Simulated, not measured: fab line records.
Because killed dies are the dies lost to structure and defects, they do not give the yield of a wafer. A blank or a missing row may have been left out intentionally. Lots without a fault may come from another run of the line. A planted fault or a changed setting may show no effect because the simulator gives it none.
Struck lot and sound lot, side by side | flow gf180mcu | 15 steps out of a route of 602
Sound: these wafers, L314.3, L314.5, L314.6. Struck: wafers L321.3, L321.4. (L321.5 of the same lot was not struck and is left out.) The cause comes at the end.
At each step with rows: each side's tool, then ch and its chambers, then its first start. Under that, the readings that differ: sound wafers | struck wafers | difference of the means | sigmas: that difference in standard deviations of wafers without a fault.
alike: a reading whose means differ by less than 2 such deviations, as well as words and numbers matching on both sides. not compared: withheld readings; readings where some wafer has no value; bounds like >300 that might hide an equal value; numbers whose values overlap and for which the record gives no deviation.
The two part at a step that has a row with sigmas, a row that says differs or no value, or rows on one side only. Numbers that have no deviation but don't overlap get no sigmas and don't part them. A reading that every wafer of one side lacks parts them only if that side has two wafers or more.

first, 4 steps without rows for these wafers: GF_V1_SOFTBAKE_10 (time 60 s); GF_V1_EXPOSE_11 (exposes mask Via1, target cd 260 nm); GF_V1_PEB_12 (peb time 90 s); GF_V1_DEVELOP_13 (develop time 60 s).
GF_V1_CD_MEAS_14: the cd target is 260 nm.
  struck on cd_sem-01, day 23 14:24; sound on cd_sem-01, day 21 13:15
  reading    | sound             | struck      | difference | sigmas
  cd_nm (nm) | 259.5 260.2 259.8 | 262.6 262.3 | +2.6       | +2
GF_V1_OVL_MEAS_15:
  struck on overlay-01, day 23 14:29; sound on overlay-02, day 21 13:20
  alike: V1_OVL
GF_V1_ETCH_16: etches BARC in N2/H2.
  sound on rie_diel-02 ch 1,3, day 21 13:22; struck on rie_diel-03 ch 1,2, day 23 14:31
  reading                     | sound       | struck  | difference | sigmas
  drypump_motor_current_A (A) | 5.6 5.6 5.5 | 6.5 6.1 | +0.7       | +2
  alike: oes_product_au, throttle_valve_pct
GF_V1_ETCH_17: etches SiO2 in C4F8/O2/Ar, stops on TiN, target depth 630 nm.
  sound: rie_diel-02 ch 1,3; struck: rie_diel-03 ch 1,2
  alike: oes_product_au
GF_V1_STRIP_18: strips in O2/N2.
  sound on plasma_asher-04 ch 0,1, day 21 13:32; struck on plasma_asher-03 ch 0,1, day 23 14:41
  alike: drypump_motor_current_A, heater_power_w, oes_product_au
  not compared: rf_hours_counter_h
then, 2 steps without rows for these wafers: GF_V1_STRIP_19 (strips in post etch residue remover, time 1200 s); GF_V1_CLEAN_20 (cleans in DIW).
GF_V1_SPUTTER_21: material Ti, target thk 15 nm, time 80.02 s.
  struck on pvd_sputter-03, day 23 15:11; sound on pvd_sputter-01, day 21 14:02
  alike: throttle_valve_pct
GF_V1_SPUTTER_22: material TiN, target thk 10 nm, time 40 s.
  struck on pvd_sputter-03, day 23 15:14; sound on pvd_sputter-01, day 21 14:05
  reading                                | sound             | struck      | difference | sigmas
  model.TiN_of_V1_SPUTTER_22.thk_nm (nm) | 9.847 9.795 9.849 | 11.07 11.03 | +1.22      |
  alike: throttle_valve_pct
GF_V1_CVD_23: deposits W, target thk 350 nm, time 105.05 s.
  sound on cvd_w-02 ch 0,1, day 21 14:10; struck on cvd_w-02 ch 0,1, day 23 15:19
  alike: heater_power_outer_w, heater_power_w
following that, these wafers have no rows for 1 step: GF_PASSIVATION_PROBE_99.

## WHERE THEY PART
First at GF_V1_CD_MEAS_14; last, within this record, at GF_V1_ETCH_16. Later steps at which nothing parts them and some readings are alike: GF_V1_ETCH_17, GF_V1_STRIP_18, GF_V1_SPUTTER_21, GF_V1_SPUTTER_22, GF_V1_CVD_23.

WHY: the cause the simulator had injected
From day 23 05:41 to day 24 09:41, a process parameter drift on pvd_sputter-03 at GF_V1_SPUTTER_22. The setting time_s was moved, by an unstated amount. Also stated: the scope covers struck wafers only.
